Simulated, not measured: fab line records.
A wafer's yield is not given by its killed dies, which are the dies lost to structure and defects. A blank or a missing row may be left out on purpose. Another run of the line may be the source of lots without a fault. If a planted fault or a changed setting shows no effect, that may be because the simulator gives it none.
Struck lot and sound lot, side by side -- flow sfqLine -- 21 steps out of a route of 325
Sound: these wafers, L810.1, L810.2, L810.5. Wafers L828.1, L828.3, L828.5 were the ones struck. The cause is named last.
Order at every step that has rows: each side's tool, ch and its chambers, its first start. Under that, the readings that differ: sound wafers -- struck wafers -- difference of the means -- sigmas: that difference in standard deviations of wafers without a fault.
alike: readings with means less than 2 such deviations apart, plus words and numbers identical on both sides. not compared: withheld readings, readings lacking a value on some wafer, bounds such as >300 that could conceal the same value, and numbers that have no deviation in the record and whose values overlap.
A row with sigmas, a row that says differs or no value, or rows on one side alone: a step with any of these is where the two part. Numbers that have no deviation but don't overlap get no sigmas and don't part them. Lack of a reading on every wafer of one side parts them only where that side has two or more wafers.

first, 3 steps without rows for these wafers: SFQ_TRILAYER_M4_LITHO_EXPOSE_094 (exposes mask M4, target cd 500 nm); SFQ_TRILAYER_M4_LITHO_PEB_096 (peb time 60 s); SFQ_TRILAYER_M4_LITHO_DEVELOP_095 (time 60 s).
SFQ_M4_OVL_MEAS_926:
  sound: overlay-02 at day 44 23:59; struck: overlay-01 at day 57 01:46
  alike: M4_OVL
then, 1 step without rows for these wafers: SFQ_TRILAYER_M4_BARC_OPEN_METAL_ETCH_123 (etches BARC in O2, target depth 125 nm, time 41.7 s).
SFQ_TRILAYER_M4_ETCH_METAL_ETCH_096: etches Nb in Cl2/Ar, stops on SiO2, target depth 240 nm, time 120 s.
  sound on rieMetal-02 ch 0,1, day 45 00:04; struck on rieMetal-03 ch 0,1, day 57 01:51
reading,sound,struck,difference,sigmas
oesProductAu (a.u.),0.882 0.879 0.882,0.900 0.899 0.907,+0.021,+3
  alike: drypumpMotorCurrentA
  not compared: rfHoursCounterH
SFQ_TRILAYER_M4_STRIP_STRIP_097: strips in O2.
  sound on rieMetal-02 ch 0,1, day 45 00:12; struck on rieMetal-03 ch 0,1, day 57 01:59
  alike: drypumpMotorCurrentA, oesProductAu
  not compared: rfHoursCounterH
then, 1 step without rows for these wafers: SFQ_TRILAYER_M4_STRIP_SOLV_CLEAN_098 (cleans in NMP, time 600 s).
SFQ_TRILAYER_I4_DEP_PECVD_099: deposits SiO2 from SiH4/N2O, time 111.11 s, target thk 500 nm.
  sound on pecvd-03 ch 0,2, day 45 00:58; struck on pecvd-01 ch 0,1, day 57 02:45
reading,sound,struck,difference,sigmas
throttleValvePct (%),27.1 26.3 26.0,22.2 23.3 22.1,-3.9,-2
  alike: heaterPowerW
SFQ_TRILAYER_I4_CMP_CMP_100: polishes SiO2.
  sound on cmp-02 ch 0,1,2, day 45 04:43; struck on cmp-02 ch 1,2,3, day 57 03:50
  alike: edgeZonePressureFrac, motorCurrentA, retainingRingPressureFrac, timeToEndpointS
SFQ_I4_BOW_MEAS_927:
  sound: filmMetro-02 at day 45 07:13; struck: filmMetro-04 at day 57 05:50
  alike: I4_BOW
next, for these wafers, 1 step has no rows: SFQ_TRILAYER_I4_METRO_MEASURE_101.
SFQ_TRILAYER_I4_VIA_LITHO_COAT_108: resist thk 62 nm.
  sound on lithoTrack-02 ch 0, day 45 08:32; struck on lithoTrack-03 ch 0, day 57 07:09
reading,sound,struck,difference,sigmas
model.BARC_of_TRILAYER_I4_VIA_LITHO_COAT_108.thkNm (nm),62.13 62.19 62.16,64.19 64.17 64.16,+2.01,
then, 5 steps without rows for these wafers: SFQ_TRILAYER_I4_VIA_LITHO_COAT_103 (resist thk 650 nm); SFQ_TRILAYER_I4_VIA_LITHO_SOFTBAKE_107; SFQ_TRILAYER_I4_VIA_LITHO_EXPOSE_104 (exposes mask I4, target cd 700 nm); SFQ_TRILAYER_I4_VIA_LITHO_PEB_106 (peb time 60 s); SFQ_TRILAYER_I4_VIA_LITHO_DEVELOP_105 (time 60 s).
-- the record jumps here: 5 days lie between the struck wafers' starts before and after --
SFQ_I4_OVL_MEAS_928:
  sound: overlay-01 at day 50 20:40; struck: overlay-02 at day 62 17:08
  alike: I4_OVL
SFQ_TRILAYER_I4_VIA_BARC_OPEN_VIA_ETCH_146: etches BARC in O2, target depth 125 nm, time 41.7 s.
  sound on rieDiel-01 ch 1,2,3, day 50 20:43; struck on rieDiel-03 ch 1,2,3, day 62 17:10
reading,sound,struck,difference,sigmas
model.etch.depthNm (nm),62.13 62.19 62.16,64.19 64.17 64.16,+2.01,
  alike: drypumpMotorCurrentA, oesProductAu
  not compared: rfHoursCounterH
SFQ_TRILAYER_I4_VIA_ETCH_VIA_ETCH_106: etches SiO2 in CHF3, stops on Nb, target depth 260 nm.
  sound on rieDiel-01 ch 1,2,3, day 50 20:45; struck on rieDiel-03 ch 1,2,3, day 62 17:12
  alike: drypumpMotorCurrentA, oesProductAu

== WHERE THEY PART ==
At SFQ_TRILAYER_M4_ETCH_METAL_ETCH_096 first; at SFQ_TRILAYER_I4_DEP_PECVD_099 last (within this record only). Later steps at which nothing parts them and some readings are alike: SFQ_TRILAYER_I4_CMP_CMP_100, SFQ_I4_BOW_MEAS_927, SFQ_I4_OVL_MEAS_928, SFQ_TRILAYER_I4_VIA_BARC_OPEN_VIA_ETCH_146, SFQ_TRILAYER_I4_VIA_ETCH_VIA_ETCH_106.

WHY: what the simulator had put in
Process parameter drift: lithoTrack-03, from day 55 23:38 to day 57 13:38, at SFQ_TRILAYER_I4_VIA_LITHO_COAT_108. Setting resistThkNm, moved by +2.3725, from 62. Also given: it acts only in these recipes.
